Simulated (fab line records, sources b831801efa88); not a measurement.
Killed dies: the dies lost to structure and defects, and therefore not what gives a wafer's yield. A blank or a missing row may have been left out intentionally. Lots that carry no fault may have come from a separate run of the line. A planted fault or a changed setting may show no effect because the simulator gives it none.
Problem report in the 8D (eight disciplines) form, filled by code / flow sky130 / the parts of the form that need people (team, actions taken, sign-off) are left out

## 1. WHAT IS WRONG
Across 9 wafers from 3 lots, SD_N_RS at SKY_SD_N_RS_MEAS_16 averages 71.22 ohm/sq, while fault-free wafers read 68.50 ohm/sq with a standard deviation of 0.14. That is +19 standard deviations from the usual mean.
The step: measures by four-point-probe.
First seen on wafer L346.1, day 33 13:17, on film metro-04. At this step, 36 wafers from 12 lots have a number in the record. Rule for "out" (also "out of limits"): further than 4 standard deviations from the usual mean. The rest of the wafers with a number are treated as sound.

## 2. WHAT IT IS, AND WHAT IT ISN'T
question=which readings at this step; is=SD_N_RS; is not=-
question=which lots; is=L346, L348, L350; is not=L331, L332, L334, L336, L337, L338, L339, L340, L341
question=which wafers of those lots; is=all that have a number; is not=-
question=read on which gauges; is=film metro-02, film metro-04; is not=film metro-01
question=when; is=from day 33 13:17; is not=up to then (27 sound wafers)

## 3. THE SUSPECTS, EACH WITH WHAT RULES IT OUT
Counting: a tool stays on the suspect list if, at a process step up to the reading, it processed all lots that are out and no sound lot following the first of them.
- the gauge at SKY_SD_N_RS_MEAS_16 is ruled out. The wafers that are out were read on 2 gauges (film metro-02, film metro-04).
- rtp anneal-01 at SKY_SD_N_RTA_14 (time 2 s): kept. Every lot that is out went through it, starting with L346 (day 33 13:07), and after that it ran no sound lot; the last sound lot it ran before then is L340 (day 32 07:21).
Left after counting: rtp anneal-01 at SKY_SD_N_RTA_14.

## 4. THE CAUSE (what the simulator had put in)
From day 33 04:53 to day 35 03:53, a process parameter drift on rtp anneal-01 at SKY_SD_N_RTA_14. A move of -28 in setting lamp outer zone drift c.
After counting, this tool was the only one left.

## 5. SEQUENCE OF EFFECTS, ordered by route
Each row: a reading whose mean over the struck wafers that have a number lies more than 3 standard deviations from the usual. Scope: only readings with a usual standard deviation given in the record; hours: median across lots of the time from each lot's start at the first step in this table that gives one to its start at this step; sigmas: change in usual standard deviations.
hours=0; step=SKY_SD_N_RS_MEAS_16; reading=SD_N_RS; usual=68.50 ohm/sq; on struck wafers=71.22; change=+2.72; sigmas=+19
hours=0; step=SKY_SD_N_RS_MEAS_17; reading=SD_P_RS; usual=147.0 ohm/sq; on struck wafers=162.3; change=+15.3; sigmas=+36
Later steps that measure or inspect, where all struck wafers having a row at the step show a number for every such reading and not one has moved that far: SKY_LI_CONTACT_OVL_MEAS_13.

## 6. WHAT WOULD HAVE CAUGHT IT SOONER
8 hours passed between the start of the fault at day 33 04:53 and the first reading out of limits at a measuring or inspecting step in this record, taken at day 33 13:17.
Of the tool readings at SKY_SD_N_RTA_14 for which the record gives a usual standard deviation, none was out on any struck wafer, so an alarm limit of 4 standard deviations on them would not have fired.
L348, L350, from the lots that are out (3), started SKY_SD_N_RTA_14 on rtp anneal-01 later than day 33 13:17. A hold on the tool at that time would have spared those 2.
